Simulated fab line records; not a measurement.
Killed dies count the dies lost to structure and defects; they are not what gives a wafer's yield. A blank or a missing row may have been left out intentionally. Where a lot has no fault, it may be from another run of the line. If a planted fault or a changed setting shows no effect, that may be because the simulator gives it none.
fab line records    flow sfqLine
record: lots: 7  wafers: 18  lastDay: 94
route steps=325 shown M4@162 I4@163
lots that met no fault: from a run of the same line without faults
startH: hours from the record's opening day to when the first of the lot's shown wafers began    waitH: time in hours since the lot's previous step    " repeats the value in the row above    L1.1+2: a single row standing in for several wafers    - no value, or no start was given    * or withheld: withheld    < > ~ a bound
route shown NAME@n: names a module that has steps shown in the file, with the first one's number in the route    usual: mean and standard deviation over wafers with no fault    same: alike in all rows    chamber/n: place in a boat    sites: readings site by site    _std_site: their standard deviation    _edge_site: the outer-site mean with the inner-site mean subtracted    radiusMm: how far each site lies from the wafer's centre    mask NAME#n: copy n    behind: tool/chamber where the wafer was last shaped    hold: what put the lot on hold/how long, in hours/how the hold closed    device: the n, p or np transistor that did not switch    end of line: the tests these same wafers got at the end of their route    step lacking rows: just its recipe    killed: dies that structure and defects cost at the first sort, which is not the same as the wafer's yield    map: the dies of a wafer, with x for killed, . for not killed, _ for no die there
set.NAME: setting as actually run; set.NAME@STEP: the setting as run at that earlier step    model.NAME: the simulator's own value behind a step, which no gauge read
certain route steps with their lots: each step a table, each wafer a row
services: from which hour (startH, from the record's first day; less than 0 if before it) a tool's chamber was out of use, for how many hours, and why
== steps ==
step: SFQ_TRILAYER_M4_STRIP_SOLV_CLEAN_098
recipe: chemistry: NMP  tempC: 70  timeS: 600
step: SFQ_TRILAYER_I4_DEP_PECVD_099
recipe: material: SiO2  tempC: 150  timeS: 111.11  pressureTorr: 2.4  rfW: 183.3  precursor: SiH4/N2O  targetThkNm: 500
usual: chamberPressureTorr: 2.400/0.0051  heaterPowerOuterW: 33/9.4  heaterPowerW: 93/12  throttleValvePct: 25.1/1.7
lot.wafer  tool      chamber  startH   waitH  chamberPressureTorr  heaterPowerOuterW  heaterPowerW  throttleValvePct
L272.2     pecvd-01  0        1275.83  0.0    2.391                17                 77            25.5
L272.3     "         1        "        "      2.397                41                 100           28.4
L272.6     "         2        "        "      2.399                29                 93            26.1
L280.1     pecvd-04  0        1401.09  0.0    2.401                36                 95            24.3
L280.3     "         1        "        "      2.411                20                 77            25.2
L280.4     "         1        "        "      2.405                23                 80            24.8
L285.2     pecvd-04  2        1422.95  0.0    2.395                43                 108           23.0
L285.4     "         1        "        "      2.401                25                 83            25.1
L286.2     pecvd-04  0        1433.49  0.0    2.404                38                 99            24.2
L286.4     "         2        "        "      2.405                42                 104           23.0
L287.2     pecvd-04  1        1438.59  0.0    2.397                23                 83            25.1
L287.3     "         0        "        "      2.399                40                 100           24.0
L292.1     pecvd-03  2        1467.21  0.0    2.402                21                 75            22.8
L292.2     "         1        "        "      2.399                34                 88            23.1
L292.4     "         0        "        "      2.404                48                 111           24.7
L294.4     pecvd-03  1        1480.58  0.0    2.391                34                 86            23.3
L294.5     "         0        "        "      2.400                46                 105           25.0
L294.6     "         2        "        "      2.399                25                 80            22.6
step: SFQ_TRILAYER_I4_CMP_CMP_100
recipe: material: SiO2  downForcePsi: 3  platenRpm: 60  padVelocityMS: 0.94248
usual: motorCurrentA: 10.2/0.98  timeToEndpointS: 218/8.9
lot.wafer  tool    chamber  startH   waitH  motorCurrentA  timeToEndpointS
L272.2     cmp-01  0        1275.90  0.0    11.3           207
L272.3     "       3        1277.40  1.5    10.3           215
L272.6     "       0        "        "      10.6           215
L280.4     cmp-02  1        1404.69  3.5    10.7           236
L280.1     "       2        "        "      11.0           210
L280.3     "       0        1406.19  5.1    8.2            230
L285.2     cmp-02  3        1431.44  8.5    10.7           216
L285.4     "       1        1432.44  9.4    10.6           234
L286.4     cmp-01  0        1441.37  7.8    10.7           217
L286.2     "       3        1442.87  9.3    10.5           217
L287.2     cmp-02  2        1444.94  6.3    11.7           209
L287.3     "       3        "        "      10.3           217
L292.1     cmp-02  2        1480.44  13.2   11.0           206
L292.2     "       0        1481.44  14.2   7.8            228
L292.4     "       1        "        "      10.5           238
L294.4     cmp-02  2        1486.44  5.8    10.7           204
L294.6     "       2        1488.44  7.8    11.2           212
L294.5     "       3        "        "      10.2           228
step: SFQ_I4_BOW_MEAS_927
recipe: mode: bow
usual: I4_BOW: 4/9.1
lot.wafer  tool          chamber  startH   waitH  I4_BOW[um]
L272.2     filmMetro-01  -        1278.92  2.5    5
L272.3     "             -        "        "      -5
L272.6     "             -        "        "      -3
L280.1     filmMetro-04  -        1407.69  2.0    1
L280.3     "             -        "        "      9
L280.4     "             -        "        "      4
L285.2     filmMetro-01  -        1434.46  2.5    -10
L285.4     "             -        "        "      -7
L286.2     filmMetro-04  -        1444.39  1.0    1
L286.4     "             -        "        "      9
L287.2     filmMetro-02  -        1447.46  2.0    4
L287.3     "             -        "        "      -11
L292.1     filmMetro-04  -        1483.44  2.5    14
L292.2     "             -        "        "      11
L292.4     "             -        "        "      7
L294.4     filmMetro-01  -        1489.50  2.6    11
L294.5     "             -        "        "      13
L294.6     "             -        "        "      7
step: SFQ_TRILAYER_I4_METRO_MEASURE_101
usual: thkNm: 200.2/1.1
lot.wafer  tool          chamber  startH   waitH  thkNm
L272.2     filmMetro-01  -        1279.22  0.3    200.9
L272.3     "             -        "        "      201.7
L272.6     "             -        "        "      199.6
L280.1     filmMetro-04  -        1407.81  0.1    199.5
L280.3     "             -        "        "      200.5
L280.4     "             -        "        "      201.3
L285.2     filmMetro-01  -        1434.76  0.3    200.9
L285.4     "             -        "        "      201.5
L286.2     filmMetro-04  -        1444.69  0.3    200.8
L286.4     "             -        "        "      200.4
L287.2     filmMetro-02  -        1447.76  0.3    198.4
L287.3     "             -        "        "      199.2
L292.1     filmMetro-04  -        1483.56  0.1    199.9
L292.2     "             -        "        "      201.4
L292.4     "             -        "        "      201.2
L294.4     filmMetro-01  -        1490.16  0.6    200.4
L294.5     "             -        "        "      201.5
L294.6     "             -        "        "      199.9
step: SFQ_TRILAYER_I4_VIA_LITHO_COAT_108
recipe: resist: BARC  spinRpm: 3000  resistThkNm: 62
step: SFQ_TRILAYER_I4_VIA_LITHO_COAT_103
recipe: resist: KrF  spinRpm: 3000  resistThkNm: 650
step: SFQ_TRILAYER_I4_VIA_LITHO_SOFTBAKE_107
recipe: tempC: withheld  timeS: withheld  resist: KrF
step: SFQ_TRILAYER_I4_VIA_LITHO_EXPOSE_104
recipe: maskId: I4  na: 0.6  sourceShape: conventional  sigmaOuter: 0.65  targetCdNm: 700  doseMj: 21.3
step: SFQ_TRILAYER_I4_VIA_LITHO_PEB_106
recipe: pebTempC: 115  pebTimeS: 60  resist: KrF
step: SFQ_TRILAYER_I4_VIA_LITHO_DEVELOP_105
recipe: timeS: 60  resist: KrF
step: SFQ_I4_OVL_MEAS_928
usual: I4_OVL: 3/5.7
lot.wafer  tool        chamber  startH   waitH  I4_OVL[nm]
L272.2     overlay-01  -        1407.30  0.1    2
L272.3     "           -        "        "      5
L272.6     "           -        "        "      0
L280.1     overlay-02  -        1515.67  0.1    11
L280.3     "           -        "        "      8
L280.4     "           -        "        "      6
L285.2     overlay-02  -        1540.87  0.1    0
L285.4     "           -        "        "      2
L286.2     overlay-02  -        1549.40  0.1    4
L286.4     "           -        "        "      4
L287.2     overlay-01  -        1554.20  0.1    -2
L287.3     "           -        "        "      0
L292.1     overlay-02  -        1581.92  0.1    4
L292.2     "           -        "        "      17
L292.4     "           -        "        "      16
L294.4     overlay-02  -        1590.34  0.1    -7
L294.5     "           -        "        "      -2
L294.6     "           -        "        "      -5
step: SFQ_TRILAYER_I4_VIA_BARC_OPEN_VIA_ETCH_146
recipe: maskMaterial: PR  chemistry: O2  targetDepthNm: 125  target: BARC  sourceW: 500  biasW: 80  pressureMtorr: 30  timeS: 41.7
usual: drypumpMotorCurrentA: 5.5/0.35  oesProductAu: 0.685/0.0049  runLengthS: 70.2/0.42
lot.wafer  tool        chamber  startH   waitH  drypumpMotorCurrentA  oesProductAu  rfHoursCounterH  runLengthS  model.KrF_of_TRILAYER_I4_VIA_LITHO_COAT_103.thkNm
L272.2     rieDiel-04  2        1407.33  0.0    4.9                   0.698         0                70.2        574.2
L272.3     "           1        "        "      5.9                   0.684         2                70.0        573.9
L272.6     "           1        "        "      5.9                   0.689         -                70.3        574.7
L280.1     rieDiel-04  2        1515.70  0.0    4.9                   0.677         2                70.3        569.1
L280.3     "           3        "        "      5.5                   0.681         8                69.9        572.1
L280.4     "           1        "        "      5.9                   0.683         3                69.9        570.7
L285.2     rieDiel-04  2        1540.90  0.0    4.9                   0.656         2                73.1        568.5
L285.4     "           3        "        "      5.5                   0.663         9                72.9        570.3
L286.2     rieDiel-04  2        1549.43  0.0    4.9                   0.671         2                73.1        572.7
L286.4     "           0        "        "      5.0                   0.666         13               73.4        571.9
L287.2     rieDiel-04  2        1554.23  0.0    4.9                   0.668         3                73.3        571.2
L287.3     "           3        "        "      5.5                   0.693         9                69.4        574.4
L292.1     rieDiel-01  0        1581.95  0.0    5.6                   0.685         14               70.6        572.8
L292.2     "           2        "        "      6.4                   0.684         14               69.5        573.6
L292.4     "           3        "        "      5.6                   0.685         13               70.7        574.7
L294.4     rieDiel-03  1        1590.35  0.0    5.6                   0.679         17               70.5        573.4
L294.5     "           0        "        "      5.6                   0.678         -                69.8        574.4
L294.6     "           3        "        "      5.3                   0.693         -                70.9        577.7
step: SFQ_TRILAYER_I4_VIA_ETCH_VIA_ETCH_106
recipe: target: SiO2  stopOn: Nb  maskMaterial: PR  taperDeg: 20  chemistry: CHF3  targetDepthNm: 260  sourceW: 500  biasW: 80  pressureMtorr: 30  timeS: withheld
usual: drypumpMotorCurrentA: 5.5/0.35  oesProductAu: 0.855/0.0051
lot.wafer  tool        chamber  startH   waitH  drypumpMotorCurrentA  oesProductAu  model.KrF_of_TRILAYER_I4_VIA_LITHO_COAT_103.thkNm
L272.2     rieDiel-04  2        1407.37  0.0    4.9                   0.860         529.8
L272.3     "           1        "        "      5.8                   0.861         529.9
L272.6     "           1        "        "      5.9                   0.864         530.4
L280.1     rieDiel-04  2        1515.74  0.0    4.9                   0.853         524.3
L280.3     "           3        "        "      5.5                   0.851         527.7
L280.4     "           1        "        "      5.9                   0.855         526
L285.2     rieDiel-04  2        1540.94  0.0    4.9                   0.856         524
L285.4     "           3        "        "      5.4                   0.862         525.5
L286.2     rieDiel-04  2        1549.47  0.0    4.9                   0.850         528.5
L286.4     "           0        "        "      5.0                   0.859         528
L287.2     rieDiel-04  2        1554.27  0.0    4.9                   0.849         526
L287.3     "           3        "        "      5.5                   0.845         529.3
L292.1     rieDiel-01  0        1581.99  0.0    5.7                   0.856         528.2
L292.2     "           2        "        "      6.3                   0.858         529.5
L292.4     "           3        "        "      5.6                   0.853         531.1
L294.4     rieDiel-03  1        1590.39  0.0    5.6                   0.854         527.8
L294.5     "           0        "        "      5.6                   0.857         529.8
L294.6     "           3        "        "      5.3                   0.853         534.3
step: SFQ_TRILAYER_I4_VIA_STRIP_STRIP_107
recipe: gas: O2  powerW: 200  platenTempC: 40  overashFraction: 0.65  chemistry: O2  pressureMtorr: 50
usual: drypumpMotorCurrentA: 5.35/0.16  oesProductAu: 1.002/0.0095
lot.wafer  tool         chamber  startH   waitH  drypumpMotorCurrentA  oesProductAu  rfHoursCounterH
L272.2     rieMetal-03  0        1407.48  -      5.48                  0.992         42
L272.3     "            0        "        "      5.49                  1.006         -
L272.6     "            1        "        "      5.78                  1.005         -
L280.1     rieMetal-04  1        1515.86  -      5.14                  1.000         23
L280.3     "            1        "        "      5.15                  1.000         -
L280.4     "            0        "        "      5.26                  0.992         -
L285.2     rieMetal-01  1        1541.06  -      5.38                  1.019         2
L285.4     "            1        "        "      5.37                  1.022         -
L286.2     rieMetal-04  0        1549.58  -      5.33                  0.988         21
L286.4     "            1        "        "      5.18                  0.998         -
L287.2     rieMetal-04  0        1554.38  -      5.29                  0.990         22
L287.3     "            1        "        "      5.17                  1.004         -
L292.1     rieMetal-01  0        1582.11  -      5.38                  0.996         70
L292.2     "            1        "        "      5.36                  1.015         6
L292.4     "            1        "        "      5.37                  1.014         -
L294.4     rieMetal-01  1        1590.71  -      5.38                  1.009         -
L294.5     "            0        "        "      5.41                  0.999         -
L294.6     "            1        "        "      5.36                  1.006         -
== services ==
tool          chamber  startH   hours  kind
rieDiel-04    -        1254.59  2.8    pm
cmp-02        -        1266.07  1.0    repair
cmp-02        -        1273.83  3.1    pm
cmp-02        -        1279.11  1.5    repair
filmMetro-04  -        1281.90  20.0   pm
rieMetal-01   -        1283.99  0.2    repair
filmMetro-01  -        1286.18  0.3    pm
rieMetal-01   -        1298.96  3.5    repair
pecvd-04      -        1315.20  0.9    repair
filmMetro-01  -        1327.24  3.1    pm
rieMetal-01   -        1327.37  14.6   pm
filmMetro-01  -        1330.34  0.3    pm
cmp-02        -        1333.88  5.1    repair
filmMetro-04  -        1338.23  1.5    pm
pecvd-04      -        1369.67  1.0    repair
cmp-02        -        1373.37  2.0    repair
pecvd-04      -        1381.06  6.0    pm
cmp-02        -        1387.56  2.1    repair
rieDiel-04    2        1421.83  13.2   repair
rieDiel-04    1        1427.67  1.9    repair
cmp-02        -        1434.44  4.0    pm
pecvd-04      1        1505.02  11.0   repair
cmp-02        -        1525.92  0.9    repair
cmp-02        -        1543.67  0.8    repair
== key ==
firstSign: step: SFQ_TRILAYER_I4_VIA_BARC_OPEN_VIA_ETCH_146  reading: runLengthS  direction: up  sigmas: 7.2  usual: *  struck: *
effect: step: SFQ_TRILAYER_I4_VIA_BARC_OPEN_VIA_ETCH_146  reading: oesProductAu  direction: down  sigmas: 4  usual: 0.685  struck: 0.665
modelEffect: step: SFQ_TRILAYER_I4_VIA_BARC_OPEN_VIA_ETCH_146  value: KrF_of_TRILAYER_I4_VIA_LITHO_COAT_103.thkNm  without: 574.9  struck: 570.9
modelEffect: step: SFQ_TRILAYER_I4_VIA_ETCH_VIA_ETCH_106  value: KrF_of_TRILAYER_I4_VIA_LITHO_COAT_103.thkNm  without: 530.4  struck: 526.4
metAt SFQ_TRILAYER_I4_VIA_BARC_OPEN_VIA_ETCH_146
struckWafers L285.2,L285.4,L286.2,L286.4,L287.2
onsetBetween 1515.70 1540.90
fault: kind: processParameterDrift  tool: rieDiel-04  chamber: -  onsetH: 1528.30  steps: SFQ_TRILAYER_I4_VIA_BARC_OPEN_VIA_ETCH_146  channel: timeS  offset: *  shape: step  endH: 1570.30  scope: struckWafersOnly  actsIn: *  stated: *
